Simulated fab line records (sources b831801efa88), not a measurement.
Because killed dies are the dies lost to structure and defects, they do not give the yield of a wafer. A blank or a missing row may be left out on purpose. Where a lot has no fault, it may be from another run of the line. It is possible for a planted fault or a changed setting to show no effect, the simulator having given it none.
fab line records | flow gf180mcu | part 1 of 2: steps 1 to 26 of 38
[record] lots = 5 | wafers = 15 | last-day = 34
route steps=602 shown STI@14 DNWELL@32 NWELL@42
lots that met no fault: taken from a fault-free run of the same line
start-h: hours from the record's first day to the start of the lot's first wafer shown | wait-h: time in hours since the lot's previous step | " unchanged from the row above | L1.1+2: several wafers, shown together as one row | - no value present, or no start provided | * or withheld: withheld | < > ~ a bound
route shown NAME@n: NAME is a module with steps in the file, n the number in the route of the first one | usual: mean and standard deviation over wafers with no fault | same: alike in all rows | chamber/n: place in a boat | sites: each site's reading | _std_site: the values' standard deviation | _edge_site: mean of outer sites minus mean of inner sites | radius-mm: how far each site lies from the wafer's centre | mask NAME#n: copy n | behind: tool/chamber where the wafer was last shaped | hold: why the lot was held/for how many hours/how that ended | device: whichever transistor did not switch (one of n, p or np) | end of line: the same wafers' tests at the end of the route | a step given without rows: its recipe and nothing more | killed: the dies lost at the first sort to structure and to defects; this is not the yield of the wafer | map: shows each die of a wafer: x if killed, . if not, _ if none is there
set.NAME: the setting the step ran with; set.NAME@STEP: the setting that earlier step ran with | model.NAME: the simulator's own value behind a step, which no gauge read
certain route steps with their lots: each step a table, each wafer a row
services: the hour from which a tool's chamber was out of use, counted from the record's first day as start-h (under 0 if before that day), plus the number of hours and why
[[steps]]
[step GF_STI_ETCH_13]
[recipe] chemistry = CHF3/O2 | stop-on = Si | over-etch-frac = 0.3 | target-depth-a = 2823.1 | source-w = 600 | bias-w = 200 | pressure-mtorr = 40 | chf3-flow-sccm = 50 | O2_flow_sccm = 5 | time-s = 112.9
[usual] drypump-motor-current-A = 5.5/0.48 | oes-product-au = 0.832/0.0065 | throttle-valve-pct = 8.810/0.0088
[same] time-s = 112.9
lot.wafer | tool        | chamber | start-h | wait-h | drypump-motor-current-A | oes-product-au | rf-hours-counter-h | throttle-valve-pct
L076.3    | rie-diel-02 | 3       | 36.02   | 0.1    | 5.4                     | 0.842          | 29                 | 8.796
L076.5    | "           | 0       | "       | "      | 5.4                     | 0.837          | -                  | 8.814
L076.6    | "           | 1       | "       | "      | 5.2                     | 0.836          | -                  | 8.804
L077.2    | rie-diel-02 | 2       | 41.41   | 0.1    | 5.3                     | 0.821          | 131                | 8.803
L077.3    | "           | 3       | "       | "      | 5.4                     | 0.817          | 29                 | 8.815
L077.4    | "           | 0       | "       | "      | 5.4                     | 0.814          | 64                 | 8.812
L079.2    | rie-diel-02 | 0       | 51.42   | 0.1    | 5.4                     | 0.841          | 65                 | 8.809
L079.3    | "           | 1       | "       | "      | 5.3                     | 0.827          | 106                | 8.823
L079.4    | "           | 2       | "       | "      | 5.3                     | 0.828          | 131                | 8.812
L087.2    | rie-diel-04 | 1       | 92.16   | 0.1    | 4.7                     | 0.833          | 145                | 8.805
L087.4    | "           | 2       | "       | "      | 5.7                     | 0.816          | 5                  | 8.801
L087.6    | "           | 0       | "       | "      | 6.2                     | 0.833          | -                  | 8.806
L095.4    | rie-diel-02 | 2       | 134.23  | 0.0    | 5.3                     | 0.837          | 134                | 8.804
L095.5    | "           | 1       | "       | "      | 5.3                     | 0.832          | -                  | 8.819
L095.6    | "           | 2       | "       | "      | 5.3                     | 0.836          | -                  | 8.813
[step GF_STI_ETCH_14]
[recipe] target = Si | chemistry = HBr/Cl2/O2 | target-depth-nm = 360 | icp-w = 600 | bias-w = 150 | pressure-mtorr = 15 | HBr_flow_sccm = 150 | Cl2_flow_sccm = 40 | O2_flow_sccm = 6 | time-s = 102.9
[usual] drypump-motor-current-A = 5.3/0.35 | he-backside-leak-sccm = 2.8/0.34 | mfc-cl2-sccm = 40.02/0.12 | oes-product-au = 0.996/0.0086 | throttle-valve-pct = 25.660/0.0098
[same] time-s = 102.9
lot.wafer | tool      | chamber | start-h | wait-h | drypump-motor-current-A | he-backside-leak-sccm | mfc-cl2-sccm | oes-product-au | rf-hours-counter-h | throttle-valve-pct
L076.3    | rie-si-02 | 0       | 36.10   | 0.0    | 5.7                     | 2.8                   | 39.90        | 0.984          | 131                | 25.665
L076.5    | "         | 2       | "       | "      | 5.0                     | 2.9                   | 40.02        | 1.001          | -                  | 25.652
L076.6    | "         | 1       | "       | "      | 5.2                     | 2.8                   | 40.15        | 0.998          | -                  | 25.659
L077.2    | rie-si-02 | 3       | 41.49   | 0.0    | 5.0                     | 2.4                   | 39.82        | 0.992          | 134                | 25.654
L077.3    | "         | 0       | "       | "      | 5.7                     | 2.8                   | 40.27        | 0.987          | 131                | 25.669
L077.4    | "         | 2       | "       | "      | 5.0                     | 2.9                   | 40.12        | 0.992          | 65                 | 25.666
L079.2    | rie-si-01 | 2       | 51.50   | 0.0    | 5.1                     | 2.8                   | 40.00        | 0.987          | 106                | 25.656
L079.3    | "         | 3       | "       | "      | 5.3                     | 2.3                   | 40.04        | 0.986          | 4                  | 25.673
L079.4    | "         | 1       | "       | "      | 5.8                     | 3.2                   | 40.18        | 1.000          | 112                | 25.642
L087.2    | rie-si-01 | 1       | 92.24   | 0.0    | 5.8                     | 3.0                   | 40.02        | 1.008          | 112                | 25.658
L087.4    | "         | 2       | "       | "      | 5.1                     | 2.9                   | 39.93        | 0.988          | 106                | 25.669
L087.6    | "         | 3       | "       | "      | 5.3                     | 2.4                   | 39.98        | 0.997          | -                  | 25.658
L095.4    | rie-si-02 | 3       | 134.31  | 0.0    | 5.0                     | 2.5                   | 40.07        | 0.990          | 135                | 25.666
L095.5    | "         | 2       | "       | "      | 5.0                     | 3.0                   | 40.09        | 1.005          | -                  | 25.659
L095.6    | "         | 1       | "       | "      | 5.2                     | 2.8                   | 40.05        | 1.008          | -                  | 25.656
[step GF_STI_STRIP_15]
[recipe] chemistry = O2/N2 | power-w = 1400 | pressure-mtorr = 1500 | platen-temp-c = 250 | o2-flow-sccm = 3000 | n2-flow-sccm = 300 | overash-fraction = 0.5
[usual] drypump-motor-current-A = 5.92/0.3 | heater-power-w = 332/26 | o2-flow-sccm = 3000/9.1 | oes-product-au = 0.383/0.0053 | strip-time-to-endpoint-s = 3.73/0.042
lot.wafer | tool            | chamber | start-h | wait-h | drypump-motor-current-A | heater-power-w | o2-flow-sccm | oes-product-au | rf-hours-counter-h | strip-time-to-endpoint-s
L076.3    | plasma-asher-01 | 1       | 36.21   | 0.1    | 5.38                    | 370            | 2988         | 0.386          | -                  | 3.75
L076.5    | "               | 0       | "       | "      | 5.85                    | 292            | 3000         | 0.386          | -                  | 3.77
L076.6    | "               | 1       | "       | "      | 5.40                    | 367            | 3000         | 0.383          | -                  | 3.70
L077.2    | plasma-asher-04 | 0       | 41.56   | 0.0    | 5.85                    | 345            | 3004         | 0.388          | 39                 | 3.79
L077.3    | "               | 1       | "       | "      | 6.23                    | 313            | 3002         | 0.391          | -                  | 3.74
L077.4    | "               | 0       | "       | "      | 5.85                    | 354            | 2995         | 0.377          | -                  | 3.74
L079.2    | plasma-asher-02 | 0       | 51.57   | 0.0    | 6.22                    | 334            | 3000         | 0.386          | 25                 | 3.79
L079.3    | "               | 1       | "       | "      | 6.18                    | 321            | 2997         | 0.383          | -                  | 3.67
L079.4    | "               | 0       | "       | "      | 6.24                    | 344            | 2987         | 0.385          | -                  | 3.80
L087.2    | plasma-asher-04 | 1       | 92.31   | 0.0    | 6.22                    | 301            | 3004         | 0.381          | 45                 | 3.70
L087.4    | "               | 1       | "       | "      | 6.24                    | 310            | 2990         | 0.392          | -                  | 3.73
L087.6    | "               | 1       | "       | "      | 6.22                    | 318            | 2992         | 0.377          | -                  | 3.70
L095.4    | plasma-asher-04 | 0       | 134.41  | 0.1    | 5.83                    | 351            | 3000         | 0.378          | -                  | 3.81
L095.5    | "               | 1       | "       | "      | 6.26                    | 309            | 3001         | 0.389          | -                  | 3.70
L095.6    | "               | 0       | "       | "      | 5.83                    | 342            | 2983         | 0.385          | -                  | 3.77
[step GF_STI_CLEAN_16]
[recipe] chemistry = dHF | time-s = 25 | dilution = 100:1
[same] time-s = 25
lot.wafer  | tool         | chamber | start-h | wait-h
L076.3+5+6 | wet-bench-04 | 1       | 36.27   | 0.0
L077.2+3+4 | wet-bench-02 | 1       | 41.66   | 0.1
L079.2+3+4 | wet-bench-04 | 2       | 51.67   | 0.1
L087.2+4+6 | wet-bench-04 | 2       | 92.41   | 0.1
L095.4+5+6 | wet-bench-04 | 0       | 134.48  | 0.0
[step GF_STI_WET_ETCH_17]
[recipe] chemistry = H3PO4 | target-depth-nm = 45 | temp-c = 160 | target = Si3N4 | time-s = 514
[same] time-s = 514
lot.wafer  | tool         | chamber | start-h | wait-h
L076.3+5+6 | wet-bench-02 | 3       | 36.29   | 0.0
L077.2+3+4 | wet-bench-04 | 0       | 41.68   | 0.0
L079.2+3+4 | wet-bench-02 | 2       | 51.69   | 0.0
L087.2+4+6 | wet-bench-03 | 2       | 92.43   | 0.0
L095.4+5+6 | wet-bench-03 | 2       | 134.49  | 0.0
[step GF_STI_CLEAN_18]
[recipe] chemistry = SC1/SC2 | mix = 1:4:20 | temp-c = 70 | time-s = 150
[same] time-s = 150
lot.wafer  | tool         | chamber | start-h | wait-h
L076.3+5+6 | wet-bench-03 | 0       | 36.44   | 0.0
L077.2+3+4 | wet-bench-03 | 0       | 41.84   | 0.0
L079.2+3+4 | wet-bench-03 | 3       | 51.84   | 0.0
L087.2+4+6 | wet-bench-02 | 2       | 92.58   | 0.0
L095.4+5+6 | wet-bench-02 | 1       | 134.65  | 0.0
[step GF_STI_CLEAN_19]
[recipe] chemistry = dHF | time-s = 20 | dilution = 100:1
[same] time-s = 20
lot.wafer  | tool         | chamber | start-h | wait-h
L076.3+5+6 | wet-bench-02 | 1       | 36.49   | 0.0
L077.2+3+4 | wet-bench-02 | 1       | 41.89   | 0.0
L079.2+3+4 | wet-bench-04 | 3       | 51.89   | 0.0
L087.2+4+6 | wet-bench-04 | 1       | 92.63   | 0.0
L095.4+5+6 | wet-bench-04 | 1       | 134.71  | 0.0
[step GF_STI_WET_ETCH_20]
[recipe] chemistry = dHF | dilution = 100:1 | target-depth-nm = 20 | temp-c = 25 | dry = ipa-marangoni | target = SiO2 | time-s = 400
[same] time-s = 400
lot.wafer  | tool         | chamber | start-h | wait-h
L076.3+5+6 | wet-bench-03 | 0       | 36.50   | 0.0
L077.2+3+4 | wet-bench-04 | 1       | 41.91   | 0.0
L079.2+3+4 | wet-bench-02 | 3       | 51.90   | 0.0
L087.2+4+6 | wet-bench-03 | 3       | 92.65   | 0.0
L095.4+5+6 | wet-bench-03 | 3       | 134.72  | 0.0
[step GF_STI_OXIDATION_21]
[recipe] temp-c = 1000 | ambient = O2 | stabilise-s = 600 | purge-s = 300 | target-thk-a = 150 | ox-time-s = 458
[usual] ox-temp-c-max = 1005.7/1.1 | zone-power-bottom-pct = 37.7/1.4
lot.wafer | tool       | chamber | start-h | wait-h | ox-temp-c-max | zone-power-bottom-pct
L076.3    | furnace-01 | 0       | 36.81   | 0.2    | 1005.0        | 38.0
L076.5    | "          | 0       | "       | "      | 1004.2        | 38.9
L076.6    | "          | 0       | "       | "      | 1004.9        | 39.2
L077.2    | furnace-01 | 0       | 42.04   | 0.0    | 1006.6        | 39.3
L077.3    | "          | 0       | "       | "      | 1005.4        | 38.6
L077.4    | "          | 0       | "       | "      | 1005.3        | 39.3
L079.2    | furnace-02 | 0       | 52.63   | 0.6    | 1005.3        | 35.6
L079.3    | "          | 0       | "       | "      | 1006.7        | 35.7
L079.4    | "          | 0       | "       | "      | 1004.5        | 36.0
L087.2    | furnace-01 | 0       | 92.77   | 0.0    | 1005.7        | 39.4
L087.4    | "          | 0       | "       | "      | 1006.2        | 38.9
L087.6    | "          | 0       | "       | "      | 1006.1        | 38.3
L095.4    | furnace-01 | 0       | 135.79  | 0.9    | 1006.0        | 38.9
L095.5    | "          | 0       | "       | "      | 1005.9        | 39.6
L095.6    | "          | 0       | "       | "      | 1004.7        | 38.5
[step GF_STI_THK_MEAS_22]
[recipe] reads = SiO2_of_STI_OXIDATION_21
[usual] STI_OXIDATION_01_THK = 14.9/0.31
lot.wafer | tool          | chamber | start-h | wait-h | STI_OXIDATION_01_THK[nm]
L076.3    | film-metro-01 | -       | 37.96   | 0.0    | 15.1
L076.5    | "             | -       | "       | "      | 15.0
L076.6    | "             | -       | "       | "      | 15.3
L077.2    | film-metro-02 | -       | 43.18   | 0.0    | 14.8
L077.3    | "             | -       | "       | "      | 15.1
L077.4    | "             | -       | "       | "      | 15.0
L079.2    | film-metro-03 | -       | 53.77   | 0.0    | 15.3
L079.3    | "             | -       | "       | "      | 15.2
L079.4    | "             | -       | "       | "      | 15.3
L087.2    | film-metro-01 | -       | 93.90   | 0.0    | 15.3
L087.4    | "             | -       | "       | "      | 15.3
L087.6    | "             | -       | "       | "      | 15.4
L095.4    | film-metro-01 | -       | 136.94  | 0.0    | 14.9
L095.5    | "             | -       | "       | "      | 14.7
L095.6    | "             | -       | "       | "      | 14.7
[step GF_STI_CVD_23]
[recipe] material = SiO2 | target-thk-nm = 650 | sigma-open-frac = 0.3 | time-s = 108.3 | temp-c = 600 | sih4-flow-sccm = 60 | pressure-mtorr = 6
[same] time-s = 108.3
lot.wafer  | tool      | chamber | start-h | wait-h
L076.3+5+6 | hdpcvd-02 | 0,2,0   | 38.00   | 0.0
L077.2+3+4 | hdpcvd-02 | 2,0,2   | 43.23   | 0.0
L079.2+3+4 | hdpcvd-01 | 0,2,0   | 53.82   | 0.0
L087.2+4+6 | hdpcvd-01 | 1,0,2   | 93.95   | 0.0
L095.4+5+6 | hdpcvd-01 | 1,2,0   | 137.01  | 0.1
[step GF_STI_THK_MEAS_24]
[recipe] reads = SiO2_of_STI_CVD_23
[usual] STI_CVD_23_THK = 646/7.4
lot.wafer | tool          | chamber | start-h | wait-h | STI_CVD_23_THK[nm]
L076.3    | film-metro-03 | -       | 38.10   | 0.1    | 646
L076.5    | "             | -       | "       | "      | 652
L076.6    | "             | -       | "       | "      | 642
L077.2    | film-metro-01 | -       | 43.31   | 0.0    | 642
L077.3    | "             | -       | "       | "      | 638
L077.4    | "             | -       | "       | "      | 643
L079.2    | film-metro-02 | -       | 53.91   | 0.0    | 639
L079.3    | "             | -       | "       | "      | 657
L079.4    | "             | -       | "       | "      | 640
L087.2    | film-metro-03 | -       | 94.04   | 0.0    | 644
L087.4    | "             | -       | "       | "      | 638
L087.6    | "             | -       | "       | "      | 647
L095.4    | film-metro-03 | -       | 137.08  | 0.0    | 650
L095.5    | "             | -       | "       | "      | 643
L095.6    | "             | -       | "       | "      | 632
[step GF_STI_CMP_25]
[recipe] stop-on = Si3N4 | t-overpolish-s = 33 | down-force-psi = 4 | platen-rpm = 60 | target-thk-nm = 524.6 | pad-velocity-m-s = 0.94248
[usual] motor-current-A = 12.0/1.5 | overpolish-run-s = 33.000/0.0098 | platen-rpm = 60.00/0.043 | time-to-endpoint-s = 119/3.8
lot.wafer | tool   | chamber | start-h | wait-h | motor-current-A | overpolish-run-s | platen-rpm | time-to-endpoint-s
L076.3    | cmp-01 | 1       | 38.61   | 0.5    | 12.9            | 32.993           | 59.98      | 117
L076.6    | "      | 2       | "       | "      | 11.4            | 33.004           | 59.98      | 118
L076.5    | "      | 3       | "       | "      | 10.3            | 33.003           | 59.98      | 117
L077.3    | cmp-02 | 2       | 43.41   | 0.1    | 11.4            | 33.013           | 60.02      | 120
L077.4    | "      | 3       | "       | "      | 15.5            | 32.998           | 60.01      | 117
L077.2    | "      | 0       | "       | "      | 12.6            | 33.004           | 59.98      | 120
L079.3    | cmp-02 | 3       | 53.96   | 0.0    | 15.4            | 33.013           | 59.95      | 119
L079.4    | "      | 0       | "       | "      | 12.0            | 33.000           | 60.09      | 118
L079.2    | "      | 1       | "       | "      | 11.4            | 33.001           | 60.04      | 125
L087.2    | cmp-02 | 2       | 94.14   | 0.1    | 12.0            | 33.013           | 60.09      | 118
L087.4    | "      | 0       | "       | "      | 12.6            | 33.002           | 60.03      | 117
L087.6    | "      | 1       | "       | "      | 11.6            | 33.016           | 59.96      | 120
L095.4    | cmp-01 | 0       | 137.11  | 0.0    | 11.3            | 32.977           | 60.00      | 120
L095.5    | "      | 0       | "       | "      | 11.2            | 32.990           | 60.03      | 117
L095.6    | "      | 1       | "       | "      | 13.0            | 33.016           | 60.04      | 113
[step GF_STI_WET_ETCH_26]
[recipe] chemistry = dHF | target-depth-nm = 94 | target = SiO2 | temp-c = 25 | dilution = 10:1 | time-s = 188
[same] time-s = 188
lot.wafer  | tool         | chamber | start-h | wait-h
L076.3+5+6 | wet-bench-04 | 1       | 38.76   | 0.1
L077.2+3+4 | wet-bench-03 | 2       | 43.66   | 0.1
L079.2+3+4 | wet-bench-02 | 1       | 54.26   | 0.1
L087.2+4+6 | wet-bench-04 | 3       | 94.39   | 0.2
L095.4+5+6 | wet-bench-04 | 2       | 137.41  | 0.2
[step GF_STI_WET_ETCH_27]
[recipe] chemistry = H3PO4 | target-depth-nm = 160 | target = Si3N4 | temp-c = 160 | time-s = 1825
[same] time-s = 1825
lot.wafer  | tool         | chamber | start-h | wait-h
L076.3+5+6 | wet-bench-03 | 2       | 38.83   | 0.0
L077.2+3+4 | wet-bench-02 | 2       | 43.72   | 0.0
L079.2+3+4 | wet-bench-03 | 3       | 54.32   | 0.0
L087.2+4+6 | wet-bench-02 | 0       | 94.45   | 0.0
L095.4+5+6 | wet-bench-03 | 3       | 137.48  | 0.0
[step GF_STI_WET_ETCH_28]
[recipe] chemistry = dHF | target-depth-nm = 20 | dry = ipa-marangoni | target = SiO2 | temp-c = 25 | dilution = 10:1 | time-s = 40
[same] time-s = 40
lot.wafer  | tool         | chamber | start-h | wait-h
L076.3+5+6 | wet-bench-02 | 2       | 39.34   | 0.0
L077.2+3+4 | wet-bench-04 | 2       | 44.29   | 0.0
L079.2+3+4 | wet-bench-04 | 2       | 54.83   | 0.0
L087.2+4+6 | wet-bench-03 | 1       | 95.01   | 0.0
L095.4+5+6 | wet-bench-02 | 2       | 137.99  | 0.0
[step GF_STI_OXIDATION_29]
[recipe] temp-c = 900 | ambient = O2 | stabilise-s = 600 | purge-s = 300 | target-thk-a = 100 | ox-time-s = 1418
[usual] ox-temp-c-max = 905.3/1.1 | zone-power-bottom-pct = 29.6/1.2
lot.wafer | tool       | chamber | start-h | wait-h | ox-temp-c-max | zone-power-bottom-pct
L076.3    | furnace-01 | 0       | 39.57   | 0.2    | 904.5         | 30.4
L076.5    | "          | 0       | "       | "      | 905.4         | 31.1
L076.6    | "          | 0       | "       | "      | 905.6         | 30.5
L077.2    | furnace-02 | 0       | 44.31   | 0.0    | 907.6         | 28.3
L077.3    | "          | 0       | "       | "      | 905.7         | 28.3
L077.4    | "          | 0       | "       | "      | 905.4         | 28.1
L079.2    | furnace-02 | 0       | 54.85   | 0.0    | 904.7         | 28.6
L079.3    | "          | 0       | "       | "      | 903.8         | 28.2
L079.4    | "          | 0       | "       | "      | 905.0         | 28.6
L087.2    | furnace-02 | 0       | 95.03   | 0.0    | 904.6         | 28.4
L087.4    | "          | 0       | "       | "      | 906.2         | 28.4
L087.6    | "          | 0       | "       | "      | 905.7         | 28.5
L095.4    | furnace-01 | 0       | 138.16  | 0.1    | 904.7         | 31.2
L095.5    | "          | 0       | "       | "      | 904.5         | 31.0
L095.6    | "          | 0       | "       | "      | 906.4         | 30.4
[step GF_STI_THK_MEAS_30]
[recipe] reads = SiO2_of_STI_OXIDATION_29
[usual] STI_OXIDATION_02_THK = 9.96/0.19
lot.wafer | tool          | chamber | start-h | wait-h | STI_OXIDATION_02_THK[nm]
L076.3    | film-metro-02 | -       | 40.99   | 0.0    | 9.98
L076.5    | "             | -       | "       | "      | 10.05
L076.6    | "             | -       | "       | "      | 10.07
L077.2    | film-metro-02 | -       | 45.71   | 0.0    | 9.97
L077.3    | "             | -       | "       | "      | 9.96
L077.4    | "             | -       | "       | "      | 9.85
L079.2    | film-metro-03 | -       | 56.26   | 0.0    | 10.16
L079.3    | "             | -       | "       | "      | 10.05
L079.4    | "             | -       | "       | "      | 10.09
L087.2    | film-metro-02 | -       | 96.44   | 0.0    | 9.98
L087.4    | "             | -       | "       | "      | 9.93
L087.6    | "             | -       | "       | "      | 9.97
L095.4    | film-metro-02 | -       | 139.59  | 0.0    | 9.76
L095.5    | "             | -       | "       | "      | 9.67
L095.6    | "             | -       | "       | "      | 10.03
[step GF_DNWELL_DEHYDRATE_00]
[recipe] temp-c = 200 | time-s = 60
[usual] resist-line-temp-C = 23.00/0.12
[same] time-s = 60
lot.wafer | tool           | chamber | start-h | wait-h | resist-line-temp-C
L076.3    | litho-track-04 | 0       | 47.43   | 6.4    | 22.86
L076.5    | "              | 0       | "       | "      | 23.03
L076.6    | "              | 0       | "       | "      | 22.91
L077.2    | litho-track-03 | 0       | 51.33   | 5.6    | 23.11
L077.3    | "              | 0       | "       | "      | 23.21
L077.4    | "              | 0       | "       | "      | 22.95
L079.2    | litho-track-03 | 0       | 62.13   | 5.9    | 22.96
L079.3    | "              | 0       | "       | "      | 23.01
L079.4    | "              | 0       | "       | "      | 22.94
L087.2    | litho-track-03 | 0       | 102.93  | 6.5    | 22.96
L087.4    | "              | 0       | "       | "      | 22.78
L087.6    | "              | 0       | "       | "      | 22.92
L095.4    | litho-track-03 | 0       | 146.32  | 6.7    | 23.02
L095.5    | "              | 0       | "       | "      | 23.09
L095.6    | "              | 0       | "       | "      | 22.94
[step GF_DNWELL_HMDS_01]
[recipe] prime-time-s = 60 | prime-temp-c = 120
[usual] resist-line-temp-C = 22.99/0.11
lot.wafer | tool           | chamber | start-h | wait-h | resist-line-temp-C
L076.3    | litho-track-04 | 0       | 47.58   | 0.1    | 22.85
L076.5    | "              | 0       | "       | "      | 22.73
L076.6    | "              | 0       | "       | "      | 22.98
L077.2    | litho-track-03 | 0       | 51.48   | 0.1    | 22.86
L077.3    | "              | 0       | "       | "      | 23.00
L077.4    | "              | 0       | "       | "      | 22.98
L079.2    | litho-track-03 | 0       | 62.28   | 0.1    | 22.79
L079.3    | "              | 0       | "       | "      | 23.06
L079.4    | "              | 0       | "       | "      | 23.04
L087.2    | litho-track-03 | 0       | 103.08  | 0.1    | 22.93
L087.4    | "              | 0       | "       | "      | 22.97
L087.6    | "              | 0       | "       | "      | 22.84
L095.4    | litho-track-03 | 0       | 146.47  | 0.1    | 23.10
L095.5    | "              | 0       | "       | "      | 23.14
L095.6    | "              | 0       | "       | "      | 23.15
[step GF_DNWELL_COAT_02]
[recipe] spin-rpm = 2000 | resist-thk-nm = 3000
[usual] resist-line-temp-C = 23.01/0.1
lot.wafer | tool           | chamber | start-h | wait-h | resist-line-temp-C
L076.3    | litho-track-04 | 0       | 47.73   | 0.1    | 22.88
L076.5    | "              | 0       | "       | "      | 22.99
L076.6    | "              | 0       | "       | "      | 22.89
L077.2    | litho-track-03 | 0       | 51.63   | 0.1    | 23.11
L077.3    | "              | 0       | "       | "      | 22.88
L077.4    | "              | 0       | "       | "      | 23.01
L079.2    | litho-track-03 | 0       | 62.43   | 0.1    | 22.99
L079.3    | "              | 0       | "       | "      | 22.92
L079.4    | "              | 0       | "       | "      | 22.94
L087.2    | litho-track-03 | 0       | 103.23  | 0.1    | 23.01
L087.4    | "              | 0       | "       | "      | 23.02
L087.6    | "              | 0       | "       | "      | 22.95
L095.4    | litho-track-03 | 0       | 146.62  | 0.1    | 22.85
L095.5    | "              | 0       | "       | "      | 22.85
L095.6    | "              | 0       | "       | "      | 22.97
[step GF_DNWELL_SOFTBAKE_03]
[recipe] temp-c = 110 | time-s = withheld
[usual] resist-line-temp-C = 23.02/0.1
lot.wafer | tool           | chamber | start-h | wait-h | resist-line-temp-C
L076.3    | litho-track-04 | 0       | 47.89   | 0.1    | 22.91
L076.5    | "              | 0       | "       | "      | 23.03
L076.6    | "              | 0       | "       | "      | 23.00
L077.2    | litho-track-03 | 0       | 51.78   | 0.1    | 23.05
L077.3    | "              | 0       | "       | "      | 23.10
L077.4    | "              | 0       | "       | "      | 22.99
L079.2    | litho-track-03 | 0       | 62.58   | 0.1    | 22.98
L079.3    | "              | 0       | "       | "      | 23.03
L079.4    | "              | 0       | "       | "      | 22.92
L087.2    | litho-track-03 | 0       | 103.38  | 0.1    | 22.98
L087.4    | "              | 0       | "       | "      | 22.99
L087.6    | "              | 0       | "       | "      | 23.26
L095.4    | litho-track-03 | 0       | 146.80  | 0.1    | 22.94
L095.5    | "              | 0       | "       | "      | 22.97
L095.6    | "              | 0       | "       | "      | 23.06
[step GF_DNWELL_EXPOSE_04]
[recipe] mask-id = DNWELL | target-cd-nm = 1700 | na = 0.6 | source-shape = conventional | sigma-outer = 0.6 | dose-mj = 260
lot.wafer  | tool             | chamber | start-h | wait-h | mask
L076.3+5+6 | iline-stepper-02 | 0       | -       | -      | DNWELL#0
L077.2+3+4 | iline-stepper-02 | 0       | -       | -      | DNWELL#0
L079.2+3+4 | iline-stepper-02 | 0       | -       | -      | DNWELL#0
L087.2+4+6 | iline-stepper-02 | 0       | -       | -      | DNWELL#0
L095.4+5+6 | iline-stepper-01 | 0       | -       | -      | DNWELL#0
[step GF_DNWELL_PEB_05]
[recipe] temp-c = 115 | time-s = withheld
[usual] resist-line-temp-C = 22.99/0.096
lot.wafer | tool           | chamber | start-h | wait-h | resist-line-temp-C
L076.3    | litho-track-01 | 0       | -       | -      | 23.19
L076.5    | "              | 0       | "       | "      | 23.21
L076.6    | "              | 0       | "       | "      | 23.07
L077.2    | litho-track-03 | 0       | -       | -      | 23.03
L077.3    | "              | 0       | "       | "      | 22.99
L077.4    | "              | 0       | "       | "      | 22.97
L079.2    | litho-track-03 | 0       | -       | -      | 22.97
L079.3    | "              | 0       | "       | "      | 22.98
L079.4    | "              | 0       | "       | "      | 22.94
L087.2    | litho-track-03 | 0       | -       | -      | 22.88
L087.4    | "              | 0       | "       | "      | 23.04
L087.6    | "              | 0       | "       | "      | 23.11
L095.4    | litho-track-03 | 0       | -       | -      | 23.00
L095.5    | "              | 0       | "       | "      | 22.95
L095.6    | "              | 0       | "       | "      | 22.77
[step GF_DNWELL_DEVELOP_06]
[recipe] wall-angle-deg = 90 | develop-time-s = 60 | dev-temp-c = 23
[usual] resist-line-temp-C = 22.97/0.11
lot.wafer | tool           | chamber | start-h | wait-h | resist-line-temp-C
L076.3    | litho-track-01 | 0       | -       | -      | 23.08
L076.5    | "              | 0       | "       | "      | 22.96
L076.6    | "              | 0       | "       | "      | 23.11
L077.2    | litho-track-03 | 0       | -       | -      | 22.94
L077.3    | "              | 0       | "       | "      | 22.94
L077.4    | "              | 0       | "       | "      | 22.94
L079.2    | litho-track-03 | 0       | -       | -      | 22.93
L079.3    | "              | 0       | "       | "      | 23.12
L079.4    | "              | 0       | "       | "      | 22.94
L087.2    | litho-track-03 | 0       | -       | -      | 22.97
L087.4    | "              | 0       | "       | "      | 23.06
L087.6    | "              | 0       | "       | "      | 22.92
L095.4    | litho-track-03 | 0       | -       | -      | 22.84
L095.5    | "              | 0       | "       | "      | 23.08
L095.6    | "              | 0       | "       | "      | 22.90
[step GF_DNWELL_IMPLANT_07]
[recipe] species = P | energy-kev = 1500 | dose-cm2 = 1e+13 | tilt-deg = 0
lot.wafer  | tool         | chamber | start-h | wait-h
L076.3+5+6 | implanter-01 | 0       | 54.21   | -
L077.2+3+4 | implanter-02 | 0       | 58.23   | -
L079.2+3+4 | implanter-01 | 0       | 69.33   | -
L087.2+4+6 | implanter-01 | 0       | 110.57  | -
L095.4+5+6 | implanter-01 | 0       | 155.17  | -
